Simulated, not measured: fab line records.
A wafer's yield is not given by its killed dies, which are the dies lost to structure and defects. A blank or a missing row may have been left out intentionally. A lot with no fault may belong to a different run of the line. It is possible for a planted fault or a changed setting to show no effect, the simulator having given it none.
fab line records	flow sky130	part 1 of 2: steps 1 to 29 of 39
record lots=5	wafers=15	last_day=50
route steps=708 shown LI_CONTACT@363 LOCAL_INTERCONNECT@387
lots untouched by any fault: they come from a run of this same line in which no faults occurred
start_h: hours from the record's first day to the start of the lot's first wafer shown	wait_h: time in hours since the lot's previous step	" repeats the value in the row above	L1.1+2: several wafers, shown together as one row	- value missing, or start not given	* or withheld: withheld	< > ~ a bound
route shown NAME@n: names a module that has steps shown in the file, with the first one's number in the route	usual: mean and standard deviation over wafers with no fault	same: alike in all rows	chamber/n: place in a boat	sites: readings site by site	_std_site: their standard deviation	_edge_site: inner sites' mean taken away from outer sites' mean	radius_mm: how far each site lies from the wafer's centre	mask NAME#n: copy n	behind: the last tool/chamber to shape the wafer	hold: why the lot went on hold/how many hours it stayed there/how the hold came to an end	device: transistor that didn't switch, given as n, p or np	end of line: tests run on the same wafers once the route is complete	a step without rows: its recipe alone	killed: count of dies lost to structure and defects at first sort (not the wafer's yield)	map: per-die view of a wafer (x killed, . not killed, _ where there is no die)
set.NAME: the setting as run; set.NAME@STEP: as run at that earlier step	model.NAME: the simulator's own value behind a step, which no gauge read
a table for each step, a row for each wafer; lots at some steps of the route
services: a tool's chamber out of use, with start hour (start_h, from the record's first day; less than 0 if before it), hours out, and reason
## steps
# step SKY_LI_CONTACT_THK_MEAS_01
# recipe reads=PSG_of_LI_CONTACT_HDPCVD_00
# usual LI_CONTACT_HDPCVD_THK=930/8.2
lot.wafer	tool	chamber	start_h	wait_h	LI_CONTACT_HDPCVD_THK[nm]
L074.3	film_metro-02	-	628.82	0.1	923
L074.5	"	-	"	"	940
L074.6	"	-	"	"	935
L087.2	film_metro-01	-	774.51	0.1	926
L087.3	"	-	"	"	932
L087.5	"	-	"	"	921
L091.1	film_metro-03	-	782.79	0.1	936
L091.3	"	-	"	"	928
L091.6	"	-	"	"	928
L093.2	film_metro-02	-	798.14	0.1	931
L093.3	"	-	"	"	936
L093.4	"	-	"	"	927
L094.2	film_metro-03	-	808.28	0.1	929
L094.5	"	-	"	"	931
L094.6	"	-	"	"	917
# step SKY_LI_CONTACT_CMP_02
# recipe material=PSG	down_force_psi=4	platen_rpm=60	pad_velocity_m_s=0.94248
# usual motor_current_A=12.8/2.2	time_to_endpoint_s=33.9/2.1
lot.wafer	tool	chamber	start_h	wait_h	motor_current_A	time_to_endpoint_s
L074.3	cmp-01	1	629.01	0.2	10.2	34.1
L074.5	"	2	"	"	16.1	38.8
L074.6	"	3	"	"	11.8	33.6
L087.3	cmp-01	2	774.61	0.1	16.3	36.6
L087.2	"	3	"	"	12.5	32.0
L087.5	"	1	"	"	10.6	33.7
L091.3	cmp-02	3	783.11	0.3	12.6	33.4
L091.1	"	0	"	"	14.2	32.7
L091.6	"	2	"	"	15.2	33.3
L093.2	cmp-01	1	798.19	0.0	10.3	33.1
L093.3	"	3	"	"	12.8	34.4
L093.4	"	0	"	"	10.6	35.6
L094.2	cmp-01	0	808.54	0.3	10.7	36.1
L094.6	"	0	"	"	10.5	35.6
L094.5	"	1	"	"	10.6	38.5
# step SKY_LI_CONTACT_BOW_MEAS_03
# recipe mode=bow
# usual LI_CONTACT_BOW=57/7.5
lot.wafer	tool	chamber	start_h	wait_h	LI_CONTACT_BOW[um]
L074.3	film_metro-03	-	629.20	0.1	57
L074.5	"	-	"	"	62
L074.6	"	-	"	"	52
L087.2	film_metro-01	-	774.88	0.2	52
L087.3	"	-	"	"	60
L087.5	"	-	"	"	53
L091.1	film_metro-01	-	783.36	0.1	58
L091.3	"	-	"	"	63
L091.6	"	-	"	"	71
L093.2	film_metro-02	-	798.51	0.3	63
L093.3	"	-	"	"	62
L093.4	"	-	"	"	60
L094.2	film_metro-02	-	808.86	0.3	61
L094.5	"	-	"	"	55
L094.6	"	-	"	"	49
# step SKY_LI_CONTACT_DEHYDRATE_04
# recipe temp_c=200	time_s=60
lot.wafer	tool	chamber	start_h	wait_h
L074.3+5+6	litho_track-03	0	643.51	14.3
L087.2+3+5	litho_track-02	0	787.52	12.6
L091.1+3+6	litho_track-03	0	796.46	13.1
L093.2+3+4	litho_track-03	0	811.19	12.7
L094.2+5+6	litho_track-02	0	821.82	12.9
# step SKY_LI_CONTACT_HMDS_05
# recipe prime_time_s=60	prime_temp_c=120
lot.wafer	tool	chamber	start_h	wait_h
L074.3+5+6	litho_track-03	0	643.66	0.1
L087.2+3+5	litho_track-02	0	787.67	0.1
L091.1+3+6	litho_track-03	0	796.61	0.1
L093.2+3+4	litho_track-03	0	811.34	0.1
L094.2+5+6	litho_track-02	0	821.97	0.1
# step SKY_LI_CONTACT_COAT_06
# recipe resist=BARC	temp_c=withheld	time_s=withheld	spin_rpm=3000	resist_thk_nm=60
# usual spin_speed_rpm=3000.2/1.9
lot.wafer	tool	chamber	start_h	wait_h	spin_speed_rpm
L074.3	litho_track-03	0	643.81	0.1	3002.3
L074.5	"	0	"	"	3003.4
L074.6	"	0	"	"	2996.8
L087.2	litho_track-02	0	787.82	0.1	3001.6
L087.3	"	0	"	"	3002.9
L087.5	"	0	"	"	3000.0
L091.1	litho_track-03	0	796.76	0.1	3000.9
L091.3	"	0	"	"	3002.2
L091.6	"	0	"	"	2999.0
L093.2	litho_track-03	0	811.49	0.1	2998.4
L093.3	"	0	"	"	3000.3
L093.4	"	0	"	"	2998.3
L094.2	litho_track-02	0	822.12	0.1	3000.6
L094.5	"	0	"	"	3001.5
L094.6	"	0	"	"	3000.1
# step SKY_LI_CONTACT_COAT_07
# recipe resist=KrF-thick	spin_rpm=3000	resist_thk_nm=450
# usual spin_speed_rpm=3000.2/1.8
lot.wafer	tool	chamber	start_h	wait_h	spin_speed_rpm
L074.3	litho_track-03	0	-	-	2997.8
L074.5	"	0	"	"	2999.4
L074.6	"	0	"	"	3000.5
L087.2	litho_track-02	0	-	-	2998.3
L087.3	"	0	"	"	3002.5
L087.5	"	0	"	"	3003.6
L091.1	litho_track-03	0	-	-	3000.8
L091.3	"	0	"	"	3002.1
L091.6	"	0	"	"	3002.3
L093.2	litho_track-03	0	-	-	2997.6
L093.3	"	0	"	"	2996.9
L093.4	"	0	"	"	2999.5
L094.2	litho_track-02	0	-	-	2996.5
L094.5	"	0	"	"	2999.4
L094.6	"	0	"	"	2997.0
# step SKY_LI_CONTACT_SOFTBAKE_08
# recipe temp_c=100	time_s=90	resist=KrF-thick
lot.wafer	tool	chamber	start_h	wait_h
L074.3+5+6	litho_track-03	0	-	-
L087.2+3+5	litho_track-02	0	-	-
L091.1+3+6	litho_track-03	0	-	-
L093.2+3+4	litho_track-03	0	-	-
L094.2+5+6	litho_track-02	0	-	-
# step SKY_LI_CONTACT_EXPOSE_09
# recipe mask_id=LICM1	na=0.8	source_shape=annular	sigma_inner=0.55	sigma_outer=0.85	target_cd_nm=170	dose_mj=38
lot.wafer	tool	chamber	start_h	wait_h	mask
L074.3+5+6	krf_scanner-01	0	-	-	LICM1#0
L087.2+3+5	krf_scanner-01	0	-	-	LICM1#0
L091.1+3+6	krf_scanner-02	0	-	-	LICM1#0
L093.2+3+4	krf_scanner-01	0	-	-	LICM1#0
L094.2+5+6	krf_scanner-02	0	-	-	LICM1#0
# step SKY_LI_CONTACT_PEB_10
# recipe peb_temp_c=withheld	peb_time_s=withheld	resist=KrF-thick
lot.wafer	tool	chamber	start_h	wait_h
L074.3+5+6	litho_track-03	0	-	-
L087.2+3+5	litho_track-03	0	-	-
L091.1+3+6	litho_track-03	0	-	-
L093.2+3+4	litho_track-02	0	-	-
L094.2+5+6	litho_track-02	0	-	-
# step SKY_LI_CONTACT_DEVELOP_11
# recipe develop_time_s=60	resist=KrF-thick	dev_temp_c=21
lot.wafer	tool	chamber	start_h	wait_h
L074.3+5+6	litho_track-03	0	-	-
L087.2+3+5	litho_track-03	0	-	-
L091.1+3+6	litho_track-03	0	-	-
L093.2+3+4	litho_track-02	0	-	-
L094.2+5+6	litho_track-02	0	-	-
# step SKY_LI_CONTACT_CD_MEAS_12
# recipe target_cd_nm=170
# usual cd_nm=169.9/1.5
lot.wafer	tool	chamber	start_h	wait_h	cd_nm
L074.3	cd_sem-02	-	658.90	-	169.2
L074.5	"	-	"	"	168.2
L074.6	"	-	"	"	168.6
L087.2	cd_sem-02	-	801.23	-	169.4
L087.3	"	-	"	"	169.5
L087.5	"	-	"	"	167.1
L091.1	cd_sem-02	-	809.36	-	170.4
L091.3	"	-	"	"	170.6
L091.6	"	-	"	"	170.5
L093.2	cd_sem-01	-	825.64	-	169.5
L093.3	"	-	"	"	169.4
L093.4	"	-	"	"	170.0
L094.2	cd_sem-01	-	835.97	-	169.8
L094.5	"	-	"	"	171.1
L094.6	"	-	"	"	170.0
# step SKY_LI_CONTACT_OVL_MEAS_13
# usual LI_CONTACT_OVL=0/6
lot.wafer	tool	chamber	start_h	wait_h	LI_CONTACT_OVL[nm]
L074.3	overlay-01	-	658.99	0.1	-12
L074.5	"	-	"	"	-7
L074.6	"	-	"	"	-7
L087.2	overlay-01	-	801.34	0.1	-10
L087.3	"	-	"	"	-6
L087.5	"	-	"	"	-9
L091.1	overlay-02	-	809.48	0.1	2
L091.3	"	-	"	"	6
L091.6	"	-	"	"	7
L093.2	overlay-02	-	825.75	0.1	-2
L093.3	"	-	"	"	-5
L093.4	"	-	"	"	-7
L094.2	overlay-01	-	836.07	0.1	1
L094.5	"	-	"	"	3
L094.6	"	-	"	"	-1
# step SKY_LI_CONTACT_ETCH_14
# recipe chemistry=N2/H2	target=BARC	ion_energy_ev=200	source_w=500	bias_w=100	pressure_mtorr=30	n2_flow_sccm=100	h2_flow_sccm=200	stop_on=SiO2	time_s=45.9	target_depth_a=600
# usual drypump_motor_current_A=5.95/0.26	oes_product_au=0.855/0.0043	throttle_valve_pct=13.224/0.0089
lot.wafer	tool	chamber	start_h	wait_h	drypump_motor_current_A	oes_product_au	rf_hours_counter_h	throttle_valve_pct
L074.3	rie_diel-01	2	659.02	0.0	6.32	0.858	27	13.223
L074.5	"	0	"	"	6.07	0.862	-	13.220
L074.6	"	3	"	"	6.02	0.858	-	13.221
L087.2	rie_diel-03	0	801.37	0.0	5.59	0.849	34	13.229
L087.3	"	3	"	"	6.21	0.852	13	13.217
L087.5	"	3	"	"	6.22	0.848	-	13.239
L091.1	rie_diel-04	1	809.52	0.0	5.67	0.855	10	13.223
L091.3	"	3	"	"	5.50	0.855	5	13.231
L091.6	"	1	"	"	5.67	0.853	-	13.214
L093.2	rie_diel-01	1	825.78	0.0	5.98	0.852	2	13.221
L093.3	"	0	"	"	6.09	0.857	18	13.228
L093.4	"	1	"	"	5.97	0.848	-	13.208
L094.2	rie_diel-04	0	836.10	0.0	6.32	0.854	8	13.220
L094.5	"	1	"	"	5.69	0.860	-	13.224
L094.6	"	2	"	"	5.89	0.857	-	13.213
# step SKY_LI_CONTACT_ETCH_15
# recipe target=PSG	chemistry=C4F8/O2/Ar	stop_on=Si	taper_deg=4.15	mask_material=KrF-thick	source_w=1500	bias_w=1200	pressure_mtorr=40	c4f8_flow_sccm=withheld	O2_flow_sccm=6	Ar_flow_sccm=300	time_s=withheld	target_depth_a=6000
# usual oes_product_au=0.837/0.0046
lot.wafer	tool	chamber	start_h	wait_h	oes_product_au
L074.3	rie_diel-01	2	659.06	0.0	0.833
L074.5	"	0	"	"	0.842
L074.6	"	3	"	"	0.837
L087.2	rie_diel-03	0	801.41	0.0	0.835
L087.3	"	3	"	"	0.841
L087.5	"	3	"	"	0.832
L091.1	rie_diel-04	1	809.56	0.0	0.843
L091.3	"	3	"	"	0.835
L091.6	"	1	"	"	0.834
L093.2	rie_diel-01	1	825.82	0.0	0.835
L093.3	"	0	"	"	0.836
L093.4	"	1	"	"	0.840
L094.2	rie_diel-04	0	836.15	0.0	0.839
L094.5	"	1	"	"	0.841
L094.6	"	2	"	"	0.836
# step SKY_LI_CONTACT_STRIP_16
# recipe chemistry=O2/N2	power_w=1400	pressure_mtorr=1500	platen_temp_c=withheld	o2_flow_sccm=3000	n2_flow_sccm=300	overash_fraction=0.5
# usual drypump_motor_current_A=5.7/0.4	oes_product_au=0.375/0.005	strip_time_to_endpoint_s=3.491/0.026
lot.wafer	tool	chamber	start_h	wait_h	drypump_motor_current_A	oes_product_au	rf_hours_counter_h	strip_time_to_endpoint_s
L074.3	plasma_asher-02	1	659.18	-	5.4	0.368	-	3.454
L074.5	"	0	"	"	5.1	0.371	-	3.474
L074.6	"	1	"	"	5.4	0.380	-	3.493
L087.2	plasma_asher-04	0	801.50	-	6.1	0.367	100	3.474
L087.3	"	0	"	"	6.1	0.375	-	3.455
L087.5	"	1	"	"	6.1	0.376	-	3.468
L091.1	plasma_asher-04	1	809.65	-	6.1	0.372	100	3.493
L091.3	"	1	"	"	6.1	0.366	-	3.473
L091.6	"	1	"	"	6.2	0.369	-	3.462
L093.2	plasma_asher-02	0	825.90	-	5.1	0.377	37	3.525
L093.3	"	0	"	"	5.1	0.378	-	3.516
L093.4	"	1	"	"	5.4	0.374	-	3.518
L094.2	plasma_asher-03	1	836.23	-	5.9	0.370	72	3.460
L094.5	"	0	"	"	5.3	0.373	-	3.467
L094.6	"	1	"	"	5.9	0.370	-	3.448
# step SKY_LI_CONTACT_CLEAN_17
# recipe chemistry=NMP	time_s=600	temp_c=60	dry=n2_spin
lot.wafer	tool	chamber	start_h	wait_h
L074.3+5+6	wet_bench-04	1	659.25	0.0
L087.2+3+5	wet_bench-04	0	801.60	0.1
L091.1+3+6	wet_bench-03	0	809.75	0.1
L093.2+3+4	wet_bench-04	0	826.00	0.1
L094.2+5+6	wet_bench-01	1	836.33	0.1
# step SKY_LI_CONTACT_PRE_CLEAN_18
# recipe gas=Ar	time_s=5.6	bias_v=358
lot.wafer	tool	chamber	start_h	wait_h
L074.3+5+6	pvd_sputter-02	-	659.44	0.0
L087.2+3+5	pvd_sputter-03	-	801.81	0.0
L091.1+3+6	pvd_sputter-03	-	809.92	0.0
L093.2+3+4	pvd_sputter-04	-	826.18	0.0
L094.2+5+6	pvd_sputter-03	-	836.52	0.0
# step SKY_LI_CONTACT_SPUTTER_19
# recipe material=Ti	target_thk_nm=20	chamber_pressure_pa=5	power_w=2500	substrate_temp_c=200	time_s=106.37
# usual throttle_valve_pct=29.6/1.1
lot.wafer	tool	chamber	start_h	wait_h	throttle_valve_pct
L074.3	pvd_sputter-02	-	659.46	0.0	29.8
L074.5	"	-	"	"	29.1
L074.6	"	-	"	"	29.3
L087.2	pvd_sputter-03	-	801.83	0.0	30.9
L087.3	"	-	"	"	29.1
L087.5	"	-	"	"	28.4
L091.1	pvd_sputter-03	-	809.94	0.0	30.7
L091.3	"	-	"	"	31.0
L091.6	"	-	"	"	27.7
L093.2	pvd_sputter-04	-	826.20	0.0	29.7
L093.3	"	-	"	"	28.6
L093.4	"	-	"	"	28.6
L094.2	pvd_sputter-03	-	836.54	0.0	30.9
L094.5	"	-	"	"	31.1
L094.6	"	-	"	"	27.8
# step SKY_LI_CONTACT_SPUTTER_20
# recipe material=TiN	target_thk_nm=20	chamber_pressure_pa=5	power_w=4000	time_s=80
# usual throttle_valve_pct=29.6/1.1
lot.wafer	tool	chamber	start_h	wait_h	throttle_valve_pct
L074.3	pvd_sputter-02	-	659.53	0.0	29.6
L074.5	"	-	"	"	28.7
L074.6	"	-	"	"	29.6
L087.2	pvd_sputter-03	-	801.90	0.0	30.8
L087.3	"	-	"	"	28.7
L087.5	"	-	"	"	29.1
L091.1	pvd_sputter-03	-	810.02	0.0	30.6
L091.3	"	-	"	"	31.2
L091.6	"	-	"	"	27.5
L093.2	pvd_sputter-04	-	826.27	0.0	29.6
L093.3	"	-	"	"	28.9
L093.4	"	-	"	"	28.3
L094.2	pvd_sputter-03	-	836.62	0.0	30.9
L094.5	"	-	"	"	31.1
L094.6	"	-	"	"	27.7
# step SKY_LI_CONTACT_CVD_21
# recipe material=W	target_thk_nm=400	time_s=120.56	temp_c=404	pressure_torr=40
# usual heater_power_w=933/62
lot.wafer	tool	chamber	start_h	wait_h	heater_power_w
L074.3	cvd_w-02	1	659.64	0.1	1009
L074.5	"	0	"	"	901
L074.6	"	1	"	"	976
L087.2	cvd_w-02	0	801.96	0.0	919
L087.3	"	0	"	"	930
L087.5	"	0	"	"	907
L091.1	cvd_w-01	0	810.08	0.0	822
L091.3	"	0	"	"	836
L091.6	"	1	"	"	1004
L093.2	cvd_w-01	0	826.34	0.0	833
L093.3	"	1	"	"	1009
L093.4	"	0	"	"	829
L094.2	cvd_w-01	1	836.68	0.0	980
L094.5	"	1	"	"	989
L094.6	"	0	"	"	832
# step SKY_LI_CONTACT_RS_MEAS_22
# recipe thk_meas_gauge=four-point-probe	reads=W_of_LI_CONTACT_CVD_21+TiN_of_LI_CONTACT_SPUTTER_20+Ti_of_LI_CONTACT_SPUTTER_19
# usual LI_CONTACT_W_RS=0.266/0.0035
lot.wafer	tool	chamber	start_h	wait_h	LI_CONTACT_W_RS[ohm/sq]
L074.3	film_metro-01	-	659.76	0.1	0.262
L074.5	"	-	"	"	0.270
L074.6	"	-	"	"	0.262
L087.2	film_metro-01	-	802.11	0.1	0.270
L087.3	"	-	"	"	0.272
L087.5	"	-	"	"	0.270
L091.1	film_metro-03	-	810.20	0.1	0.268
L091.3	"	-	"	"	0.265
L091.6	"	-	"	"	0.265
L093.2	film_metro-02	-	826.48	0.1	0.266
L093.3	"	-	"	"	0.264
L093.4	"	-	"	"	0.266
L094.2	film_metro-01	-	836.82	0.1	0.264
L094.5	"	-	"	"	0.265
L094.6	"	-	"	"	0.265
# step SKY_LI_CONTACT_THK_MEAS_23
# recipe thk_meas_gauge=xrf	reads=W_of_LI_CONTACT_CVD_21
# usual LI_CONTACT_W_THK=430/7.7
lot.wafer	tool	chamber	start_h	wait_h	LI_CONTACT_W_THK[nm]
L074.3	film_metro-01	-	659.86	0.1	431
L074.5	"	-	"	"	417
L074.6	"	-	"	"	436
L087.2	film_metro-01	-	802.22	0.1	422
L087.3	"	-	"	"	418
L087.5	"	-	"	"	422
L091.1	film_metro-03	-	810.32	0.1	431
L091.3	"	-	"	"	436
L091.6	"	-	"	"	435
L093.2	film_metro-02	-	826.59	0.1	422
L093.3	"	-	"	"	422
L093.4	"	-	"	"	422
L094.2	film_metro-01	-	836.93	0.1	428
L094.5	"	-	"	"	426
L094.6	"	-	"	"	428
# step SKY_LI_CONTACT_CMP_24
# recipe stop_on=PSG	t_overpolish_s=20	down_force_psi=3.5	platen_rpm=60	target_thk_nm=0	pad_velocity_m_s=0.94248
# usual motor_current_A=12.0/1.8	overpolish_run_s=20.001/0.009	time_to_endpoint_s=104/3.8
lot.wafer	tool	chamber	start_h	wait_h	motor_current_A	overpolish_run_s	time_to_endpoint_s
L074.3	cmp-02	0	659.95	0.1	12.5	20.002	104
L074.6	"	3	"	"	11.3	19.982	110
L074.5	"	0	"	"	13.0	20.004	102
L087.2	cmp-02	1	802.27	0.0	10.1	19.996	108
L087.3	"	3	"	"	11.9	19.995	104
L087.5	"	2	"	"	14.3	20.001	106
L091.3	cmp-01	3	810.38	0.0	11.5	20.000	109
L091.1	"	2	"	"	15.0	19.995	108
L091.6	"	3	"	"	11.5	20.012	107
L093.2	cmp-02	1	826.64	0.0	10.1	20.013	110
L093.3	"	3	"	"	11.7	20.002	107
L093.4	"	0	"	"	12.4	20.017	103
L094.2	cmp-01	2	837.35	0.4	15.1	19.992	106
L094.5	"	2	"	"	15.6	20.007	108
L094.6	"	3	"	"	11.2	19.988	105
# step SKY_LOCAL_INTERCONNECT_SPUTTER_00
# recipe material=TiN	target_thk_nm=100	temp_c=300	power_w=6500	time_s=83.3	chamber_pressure_pa=0.4
# usual throttle_valve_pct=29.6/1
lot.wafer	tool	chamber	start_h	wait_h	throttle_valve_pct
L074.3	pvd_sputter-01	-	660.20	0.2	28.5
L074.5	"	-	"	"	31.2
L074.6	"	-	"	"	28.5
L087.2	pvd_sputter-01	-	802.57	0.2	28.6
L087.3	"	-	"	"	30.3
L087.5	"	-	"	"	30.1
L091.1	pvd_sputter-01	-	810.68	0.1	28.3
L091.3	"	-	"	"	30.5
L091.6	"	-	"	"	28.3
L093.2	pvd_sputter-01	-	826.94	0.2	28.3
L093.3	"	-	"	"	30.4
L093.4	"	-	"	"	28.6
L094.2	pvd_sputter-01	-	837.65	0.2	28.5
L094.5	"	-	"	"	28.4
L094.6	"	-	"	"	31.2
# step SKY_LOCAL_INTERCONNECT_RS_MEAS_01
# recipe thk_meas_gauge=four-point-probe	reads=TiN_of_LOCAL_INTERCONNECT_SPUTTER_00
# usual LOCAL_INTERCONNECT_TIN_RS=14.12/0.13
lot.wafer	tool	chamber	start_h	wait_h	LOCAL_INTERCONNECT_TIN_RS[ohm/sq]
L074.3	film_metro-03	-	660.30	0.1	14.31
L074.5	"	-	"	"	14.24
L074.6	"	-	"	"	14.20
L087.2	film_metro-01	-	802.65	0.1	14.06
L087.3	"	-	"	"	14.21
L087.5	"	-	"	"	14.08
L091.1	film_metro-04	-	810.75	0.0	14.00
L091.3	"	-	"	"	14.12
L091.6	"	-	"	"	14.14
L093.2	film_metro-04	-	827.02	0.1	14.15
L093.3	"	-	"	"	14.25
L093.4	"	-	"	"	14.34
L094.2	film_metro-03	-	837.73	0.1	14.26
L094.5	"	-	"	"	14.16
L094.6	"	-	"	"	14.26
# step SKY_LOCAL_INTERCONNECT_THK_MEAS_02
# recipe thk_meas_gauge=xrf	reads=TiN_of_LOCAL_INTERCONNECT_SPUTTER_00
# usual LOCAL_INTERCONNECT_TIN_THK=101.0/1
lot.wafer	tool	chamber	start_h	wait_h	LOCAL_INTERCONNECT_TIN_THK[nm]
L074.3	film_metro-03	-	660.40	0.1	99.7
L074.5	"	-	"	"	100.2
L074.6	"	-	"	"	100.5
L087.2	film_metro-01	-	802.76	0.1	101.3
L087.3	"	-	"	"	100.4
L087.5	"	-	"	"	101.2
L091.1	film_metro-04	-	810.87	0.1	101.5
L091.3	"	-	"	"	100.5
L091.6	"	-	"	"	100.2
L093.2	film_metro-04	-	827.13	0.1	100.1
L093.3	"	-	"	"	100.2
L093.4	"	-	"	"	99.2
L094.2	film_metro-03	-	837.84	0.1	100.4
L094.5	"	-	"	"	101.0
L094.6	"	-	"	"	100.4
# step SKY_LOCAL_INTERCONNECT_DEHYDRATE_03
# recipe temp_c=200	time_s=60
lot.wafer	tool	chamber	start_h	wait_h
L074.3+5+6	litho_track-03	0	673.56	13.2
L087.2+3+5	litho_track-04	0	815.76	13.0
L091.1+3+6	litho_track-04	0	823.68	12.8
L093.2+3+4	litho_track-03	0	839.69	12.5
L094.2+5+6	litho_track-04	0	850.41	12.6
# step SKY_LOCAL_INTERCONNECT_HMDS_04
# recipe prime_time_s=60	prime_temp_c=120
lot.wafer	tool	chamber	start_h	wait_h
L074.3+5+6	litho_track-03	0	673.71	0.1
L087.2+3+5	litho_track-04	0	815.91	0.1
L091.1+3+6	litho_track-04	0	823.83	0.1
L093.2+3+4	litho_track-03	0	839.84	0.1
L094.2+5+6	litho_track-04	0	850.56	0.1
